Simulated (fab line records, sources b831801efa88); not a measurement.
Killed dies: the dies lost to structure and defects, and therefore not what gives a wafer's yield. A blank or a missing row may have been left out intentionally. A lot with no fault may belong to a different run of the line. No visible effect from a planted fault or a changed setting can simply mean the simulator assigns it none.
Which tool is to blame?    flow sky130    39 wafers from 13 lots sampled at 4 of the route's 708 steps

## WHAT THE GAUGES SHOWED, per wafer
SKY_NWELL_THK_MEAS_02. Usual: NWELL_OXIDATION_THK typically reads 9.87 nm, with standard deviation 0.2.
lot   measured     on            NWELL_OXIDATION_THK (nm)  flag
L924  day 2 22:31  filmMetro-03  9.87 9.92 9.88            
L925  day 3 04:29  filmMetro-04  9.65 9.70 9.87            
L928  day 3 20:02  filmMetro-04  9.71 9.95 9.93            
L930  day 4 04:13  filmMetro-02  9.76 9.80 9.70            
L929  day 4 04:14  filmMetro-04  10.02 9.83 10.02          
L937  day 5 17:02  filmMetro-03  9.43 9.56 9.57            
L938  day 6 00:32  filmMetro-04  9.85 9.86 9.78            
L939  day 6 03:21  filmMetro-04  9.87 9.71 9.70            
L940  day 6 11:11  filmMetro-02  9.97 9.79 9.80            
L941  day 6 15:03  filmMetro-04  9.93 9.88 9.79            
L942  day 6 19:20  filmMetro-02  9.79 9.99 9.90            
L943  day 6 23:49  filmMetro-03  9.81 9.73 9.86            
L944  day 7 06:14  filmMetro-04  9.90 9.91 10.01           

SKY_SONOS_ONO_THK_MEAS_01. Usual: SONOS_ONO_OXIDATION_THK typically reads 2.61 nm, with standard deviation 0.059.
lot   measured      on            SONOS_ONO_OXIDATION_THK (nm)  flag
L924  day 12 03:16  filmMetro-03  2.55 2.60 2.58                
L925  day 12 17:51  filmMetro-02  2.69 2.80 2.68                
L928  day 13 16:22  filmMetro-03  2.50 2.56 2.56                
L930  day 14 03:58  filmMetro-01  2.22 2.23 2.32                OFF
L929  day 14 02:38  filmMetro-02  2.11 2.16 2.17                OFF
L937  day 16 09:39  filmMetro-02  2.57 2.51 2.54                
L938  day 16 20:09  filmMetro-03  2.54 2.63 2.59                
L939  day 17 04:38  filmMetro-03  2.61 2.68 2.67                
L940  day 17 14:35  filmMetro-02  2.67 2.66 2.68                
L941  day 17 22:57  filmMetro-02  2.54 2.61 2.63                
L942  day 18 07:02  filmMetro-02  2.68 2.68 2.61                
L943  day 18 12:46  filmMetro-03  2.76 2.71 2.65                
L944  day 18 19:41  filmMetro-01  2.56 2.67 2.61                

SKY_LI_CONTACT_CD_MEAS_12: target cd 170 nm. Usual: cdNm at 170.8 nm, with a standard deviation of 1.9.
lot   measured      on        cdNm (nm)          flag
L924  day 29 20:16  cdSem-01  169.9 170.6 170.1  
L925  day 30 12:07  cdSem-01  174.0 173.4 175.6  
L928  day 31 12:09  cdSem-01  171.9 173.7 173.0  
L930  day 31 22:00  cdSem-01  170.8 170.4 170.4  
L929  day 31 21:20  cdSem-02  169.2 170.0 170.3  
L937  day 34 06:55  cdSem-01  168.8 168.1 167.9  
L938  day 34 15:21  cdSem-02  172.3 171.9 170.5  
L939  day 34 21:03  cdSem-02  171.4 171.7 171.0  
L940  day 35 08:48  cdSem-02  168.1 169.7 171.1  
L941  day 35 13:02  cdSem-01  167.2 166.9 166.7  
L942  day 35 13:59  cdSem-02  172.3 170.8 172.3  
L943  day 36 00:43  cdSem-02  170.7 171.4 170.9  
L944  day 36 07:28  cdSem-02  171.2 168.7 170.0  

## WHICH TOOL RAN EACH LOT (tool, then ch and the chambers of the sampled wafers, then the start)
lot   SKY_SONOS_ONO_OXIDATION_00
L924  furnace-01 ch 0, day 12 01:53
L925  furnace-01 ch 0, day 12 16:31
L928  furnace-02 ch 0, day 13 15:01
L930  furnace-01 ch 0, day 14 02:37
L929  furnace-01 ch 0, day 14 01:16
L937  furnace-02 ch 0, day 16 08:16
L938  furnace-01 ch 0, day 16 18:49
L939  furnace-02 ch 0, day 17 03:18
L940  furnace-01 ch 0, day 17 13:14
L941  furnace-01 ch 0, day 17 21:35
L942  furnace-02 ch 0, day 18 05:40
L943  furnace-02 ch 0, day 18 11:25
L944  furnace-02 ch 0, day 18 18:20
- SKY_SONOS_ONO_OXIDATION_00: stabilise 600 s, purge 300 s, target thk 2.6 nm.

## AS READ BY THE TOOLS THEMSELVES (means over the sampled wafers that have a number; for cases with no such wafer, the mark the record gives instead)
SKY_SONOS_ONO_OXIDATION_00. Usual: tube_center_temp_C_max 802.0, standard deviation 0.36; zonePowerTopPct 29.3 %, standard deviation 0.7.
lot   tool        tube_center_temp_C_max  zonePowerTopPct (%)  flag
L924  furnace-01  802.1                   30.1                 
L925  furnace-01  802.2                   30.0                 
L928  furnace-02  801.9                   28.9                 
L930  furnace-01  801.6                   29.9                 
L929  furnace-01  801.6                   30.1                 
L937  furnace-02  802.0                   28.9                 
L938  furnace-01  802.1                   30.3                 
L939  furnace-02  802.0                   28.5                 
L940  furnace-01  802.2                   30.1                 
L941  furnace-01  802.1                   30.2                 
L942  furnace-02  801.9                   29.0                 
L943  furnace-02  802.3                   29.0                 
L944  furnace-02  802.3                   28.8                 

## THE ANSWER, worked out from the rows above alone
Rule: a lot is off if the mean of its wafers that have a number lies more than 3 standard deviations from the usual mean. A lot without any number at a reading at which 4 lots or more have one is off too. All remaining lots with rows at the step are treated as sound. The gauges are gone through in route order, then the tools' own readings, and for those a lot's mean is taken as printed above. At the first step where some lot is off, the reading lying furthest off is the one used; lots without a number count as furthest.
Off: at SKY_SONOS_ONO_THK_MEAS_01 (SONOS_ONO_OXIDATION_THK), L930, L929.
A tool fits if, at a process step before that reading, it ran every lot that is off, and no sound lot after the first of them. The gauges at SKY_SONOS_ONO_THK_MEAS_01 are tried like those tools. Of those tried, none fits.

## WHAT THE SIMULATOR HAD PUT IN
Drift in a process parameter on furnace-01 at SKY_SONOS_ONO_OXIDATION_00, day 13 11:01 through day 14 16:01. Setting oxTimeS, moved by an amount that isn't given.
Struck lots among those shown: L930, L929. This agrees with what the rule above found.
